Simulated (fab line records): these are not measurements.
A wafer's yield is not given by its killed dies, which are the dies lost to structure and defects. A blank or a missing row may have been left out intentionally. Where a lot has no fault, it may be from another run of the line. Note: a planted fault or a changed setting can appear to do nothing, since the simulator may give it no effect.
Matching of chambers    flow sky130    hdpcvd-02 running SKY_VIA3_HDPCVD_00: 3 sister chambers
The step deposits SiO2, target thk 1635 nm, time 272.5 s. 3 wafers are shown with their chamber, then 7 later ones without.

WAFERS WITH THEIR CHAMBER
wafer   chamber  run_length_s (s)
L711.6  0        300.9
L714.3  2        300.7
L721.5  1        300.1

WAFERS WITHOUT THEIR CHAMBER
wafer   run_length_s (s)
L721.6  301.1
L728.1  299.9
L728.3  300.8
L728.6  300.8
L731.2  300.2
L731.3  301.2
L731.5  300.2

EACH ONE'S CHAMBER
wafer   from the rows above      in truth
L721.6  can't be placed: 0 or 2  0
L728.1  1                        1
L728.3  can't be placed: 0 or 2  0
L728.6  can't be placed: 0 or 2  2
L731.2  1                        1
L731.3  can't be placed: 0 or 2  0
L731.5  1                        1
Placed correctly: 3 of 7. Cannot be placed on the basis of these rows: 4; the candidates contain the true chamber in 4. 0 placed wrongly.
How it was worked out, from the rows above alone: a wafer's distance from a chamber is the root of the sum, over the readings, of the square of ((its reading less the chamber's mean) divided by the reading's scatter). The wafer belongs to the nearest chamber; if the next one is less than 2 further off, it can't be placed. Each chamber's mean is taken over the wafers shown for it. The scatter (one wafer shown for each chamber): square how far every hidden wafer sits from the nearest shown wafer, average those squares and take the square root.
